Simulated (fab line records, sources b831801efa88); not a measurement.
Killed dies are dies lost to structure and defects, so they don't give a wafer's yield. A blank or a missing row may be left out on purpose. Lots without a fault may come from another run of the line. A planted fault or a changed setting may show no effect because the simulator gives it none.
A struck lot beside a sound one | flow gf180mcu | 15 steps out of a route of 602
Sound: wafers L827.3, L827.4, L827.6. Struck: wafers L829.1, L829.2, L829.5. The cause comes at the end.
At each step with rows: each side's tool, then ch and its chambers, then its first start. Under that, the readings that differ: sound wafers | struck wafers | difference of the means | sigmas: that difference in standard deviations of wafers without a fault.
alike: readings whose means differ by less than 2 such deviations, and words and numbers that are the same on both sides. not compared: withheld readings, readings that some wafer has no value for, bounds like >300 that may hide the same value, and numbers for which the record gives no deviation and whose values overlap.
The two part at a step that has a row with sigmas, a row that says differs or no value, or rows on one side only. Numbers that don't overlap but have no deviation are shown without sigmas and don't part them. A reading that every wafer of one side lacks parts them only if that side has two wafers or more.

GF_V1_THK_MEAS_25: measures by xrf.
  sound on film_metro-01, day 21 10:02; struck on film_metro-04, day 21 21:16
  alike: V1_W_THK
GF_V1_CMP_26: polishes, stops on SiO2, t overpolish 15 s, target thk 0 nm.
  sound on cmp-01 ch 0,2, day 21 10:08; struck on cmp-01 ch 1,3, day 21 21:22
  alike: motor_current_A, overpolish_run_s, time_to_endpoint_s
GF_M2_SPUTTER_00: material Ti, target thk 37.5 nm, time 150 s.
  sound on pvd_sputter-04, day 21 10:23; struck on pvd_sputter-02, day 21 21:37
  alike: chamber_pressure_pa, throttle_valve_pct
GF_M2_SPUTTER_01: material TiN, target thk 30 nm, time 25 s.
  sound on pvd_sputter-04, day 21 10:29; struck on pvd_sputter-02, day 21 21:43
  alike: chamber_pressure_pa, throttle_valve_pct
GF_M2_SPUTTER_02: material AlCu, target thk 450 nm, time 23.9 s.
  sound on pvd_sputter-04, day 21 10:31; struck on pvd_sputter-02, day 21 21:46
  alike: chamber_pressure_pa, throttle_valve_pct
then, 1 step without rows for these wafers: GF_M2_SPUTTER_03 (material Ti, target thk 10 nm, time 6.7 s).
GF_M2_SPUTTER_04: material TiN, target thk 50 nm, time 41.7 s.
  sound on pvd_sputter-04, day 21 10:34; struck on pvd_sputter-02, day 21 21:49
  alike: chamber_pressure_pa, throttle_valve_pct
GF_M2_RS_MEAS_05: measures by four-point-probe.
  sound on film_metro-01, day 21 10:38; struck on film_metro-03, day 21 21:51
  alike: M2_ALCU_RS
GF_M2_THK_MEAS_06: measures by xrf.
  sound on film_metro-01, day 21 10:44; struck on film_metro-03, day 21 21:58
  reading          | sound       | struck      | difference | sigmas
  M2_ALCU_THK (nm) | 450 448 444 | 436 438 434 | -11        | -2
then, 3 steps without rows for these wafers: GF_M2_DEHYDRATE_07 (time 60 s); GF_M2_HMDS_08 (prime time 60 s); GF_M2_COAT_09 (resist thk 1000 nm).
GF_M2_SOFTBAKE_10: time 60 s.
  sound on litho_track-03 ch 0, day 21 22:31; struck on litho_track-03 ch 0, day 22 09:43
  reading          | sound             | struck            | difference | sigmas
  run_length_s (s) | 89.23 89.04 89.10 | 93.63 93.49 93.70 | +4.48      | +41
  alike: plate_temp_C
then, 1 step without rows for these wafers: GF_M2_EXPOSE_11 (exposes mask Metal2, target cd 280 nm).
GF_PASSIVATION_PROBE_99:
  the record has rows for the sound wafers here (prober-01, day 31 16:25) and none for the struck ones

WHERE THEY PART
First at GF_M2_THK_MEAS_06; last, within this record, at GF_PASSIVATION_PROBE_99.

WHY: what the simulator had put in
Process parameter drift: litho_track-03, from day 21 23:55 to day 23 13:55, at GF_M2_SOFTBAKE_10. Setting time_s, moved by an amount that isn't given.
